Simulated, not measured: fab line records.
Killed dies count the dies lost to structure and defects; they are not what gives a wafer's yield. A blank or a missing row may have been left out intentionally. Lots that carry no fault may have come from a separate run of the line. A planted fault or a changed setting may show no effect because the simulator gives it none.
A lot that was struck, set against a sound lot ; flow sky130 ; 17 steps out of a route of 708
Sound: the wafers L192.2, L192.4, L192.5. Struck: wafers L207.1, L207.4, L207.6. Last of all comes the cause.
Each step with rows lists, per side, the tool, then ch with its chambers, then its first start. Under that, the readings that differ: sound wafers ; struck wafers ; difference of the means ; sigmas: that difference in standard deviations of wafers without a fault.
alike: a reading whose means differ by less than 2 such deviations, as well as words and numbers matching on both sides. not compared: withheld readings; readings where some wafer has no value; bounds like >300 that might hide an equal value; numbers whose values overlap and for which the record gives no deviation.
The two part at a step that has a row with sigmas, a row that says differs or no value, or rows on one side only. Non-overlapping numbers with no deviation appear without sigmas and do not part them. A reading that every wafer of one side lacks parts them only if that side has two wafers or more.

SKY_METAL5_SPUTTER_01: material TiN, target thk 20 nm, time 16.7 s.
  struck on pvdSputter-01, day 47 11:42; sound on pvdSputter-01, day 43 05:42
  alike: throttleValvePct
SKY_METAL5_SPUTTER_02: material AlCu, target thk 1150 nm, time 61.2 s.
  struck on pvdSputter-01, day 47 11:44; sound on pvdSputter-01, day 43 05:44
  alike: throttleValvePct
SKY_METAL5_SPUTTER_03: material Ti, target thk 5 nm, time 3.3 s.
  struck on pvdSputter-01, day 47 11:47; sound on pvdSputter-01, day 43 05:47
  alike: throttleValvePct
SKY_METAL5_SPUTTER_04: material TiN, target thk 70 nm, time 58.3 s.
  struck on pvdSputter-01, day 47 11:48; sound on pvdSputter-01, day 43 05:48
  alike: throttleValvePct
SKY_METAL5_RS_MEAS_05: measures by four-point-probe.
  struck on filmMetro-01, day 47 11:51; sound on filmMetro-01, day 43 05:52
  alike: METAL5_ALCU_RS
SKY_METAL5_THK_MEAS_06: measures by xrf.
  struck on filmMetro-01, day 47 11:58; sound on filmMetro-01, day 43 05:59
  alike: METAL5_ALCU_THK
then, 6 steps without rows for these wafers: SKY_METAL5_DEHYDRATE_07 (time 60 s); SKY_METAL5_HMDS_08 (prime time 60 s); SKY_METAL5_COAT_09 (resist thk 1800 nm); SKY_METAL5_SOFTBAKE_10 (time 60 s); SKY_METAL5_EXPOSE_11 (exposes mask MM5, target cd 1600 nm); SKY_METAL5_PEB_12.
SKY_METAL5_DEVELOP_13: develop time 60 s.
  sound on lithoTrack-03 ch 0, day 44 03:53; struck on lithoTrack-03 ch 0, day 48 07:06
SKY_METAL5_DESCUM_14: chemistry O2, time 11 s.
  sound on rieMetal-03 ch 0,1, day 44 04:00; struck on rieMetal-04 ch 0,1, day 48 07:15
reading;sound;struck;difference;sigmas
model.METAL5.cdNm (nm);1602 1602 1602;1619 1619 1619;+17;
  alike: drypumpMotorCurrentA, oesProductAu
  not compared: rfHoursCounterH
SKY_METAL5_METAL_ETCH_15: etches the open film in Cl2/BCl3, stops on SiO2, target depth 1260 nm, time 252 s.
  sound on rieMetal-03 ch 0,1, day 44 04:02; struck on rieMetal-04 ch 0,1, day 48 07:17
reading;sound;struck;difference;sigmas
model.METAL5.cdNm (nm);1602 1606 1599;1612 1618 1622;+15;
  alike: drypumpMotorCurrentA, oesProductAu, throttleValvePct
  not compared: rfHoursCounterH
SKY_METAL5_STRIP_16: strips in O2/N2.
  sound on plasmaAsher-03 ch 0,1, day 44 04:16; struck on plasmaAsher-04 ch 0,1, day 48 07:31
  alike: drypumpMotorCurrentA, oesProductAu, stripTimeToEndpointS
  not compared: rfHoursCounterH
SKY_PAD_OPEN_PROBE_99:
  struck on prober-02, day 49 22:13; sound on prober-01, day 46 03:26
reading;sound;struck;difference;sigmas
model.etest.met5.widthNm (nm);1603 1606 1603;1610 1618 1625;+14;
  alike: defectLimitedYield, killed_at_M0_to_M3, killed_at_M4_up, killedAtContacts, killedAtFrontEnd, killedAtOther, killedDies, killedOpen, killedShort, sort_bin_3_pad_short, sort_bin_5_function, sort_bin_6_memory, sortNPass, sortYieldPct

== WHERE THEY PART ==
Nowhere in this record.

WHY: the cause the simulator had injected
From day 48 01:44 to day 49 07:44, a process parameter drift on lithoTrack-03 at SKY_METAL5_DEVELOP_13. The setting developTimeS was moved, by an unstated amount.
